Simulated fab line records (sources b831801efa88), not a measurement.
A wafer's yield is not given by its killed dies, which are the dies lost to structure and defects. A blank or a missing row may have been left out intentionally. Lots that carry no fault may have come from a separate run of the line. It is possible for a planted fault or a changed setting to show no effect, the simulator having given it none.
Chamber matching + flow gf180mcu + cmp-02 running GF_V2_CMP_26: 4 sister chambers
The step polishes, stops on SiO2, t overpolish 15 s, target thk 0 nm. 4 wafers are shown with their chamber, then 9 later ones without.

EACH WAFER AND ITS CHAMBER
| wafer  | chamber | motor-current-A (A) |
|--------|---------|---------------------|
| L156.2 | 2       | 9.8                 |
| L172.1 | 1       | 12.3                |
| L172.4 | 3       | 10.4                |
| L172.5 | 0       | 11.5                |

WAFERS WITHOUT THEIR CHAMBER
| wafer  | motor-current-A (A) |
|--------|---------------------|
| L173.4 | 12.2                |
| L173.5 | 11.7                |
| L173.6 | 11.2                |
| L174.1 | 10.6                |
| L174.3 | 10.5                |
| L174.6 | 10.8                |
| L175.1 | 10.7                |
| L175.2 | 10.1                |
| L175.3 | 10.5                |

THE CHAMBER EACH PASSED THROUGH
| wafer  | from the rows above     | in truth                   |
|--------|-------------------------|----------------------------|
| L173.4 | 1                       | 1                          |
| L173.5 | can't be placed: 0 or 1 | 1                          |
| L173.6 | 0                       | 0                          |
| L174.1 | 3                       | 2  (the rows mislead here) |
| L174.3 | 3                       | 3                          |
| L174.6 | can't be placed: 3 or 0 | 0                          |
| L175.1 | 3                       | 3                          |
| L175.2 | can't be placed: 2 or 3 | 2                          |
| L175.3 | 3                       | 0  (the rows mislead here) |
4 of 9 placed correctly. Unplaceable from these rows: 3, with the true chamber sitting among the candidates in 3. 2 placed wrongly.
How it was worked out, from the rows above alone: a wafer's distance from a chamber is the root of the sum, over the readings, of the square of ((its reading less the chamber's mean) divided by the reading's scatter). The wafer belongs to the nearest chamber; if the next one is less than 2 further off, it can't be placed. A chamber's mean is the mean of its shown wafers. The scatter: root of mean squared gap, hidden wafer to nearest shown wafer, with one shown wafer a chamber.
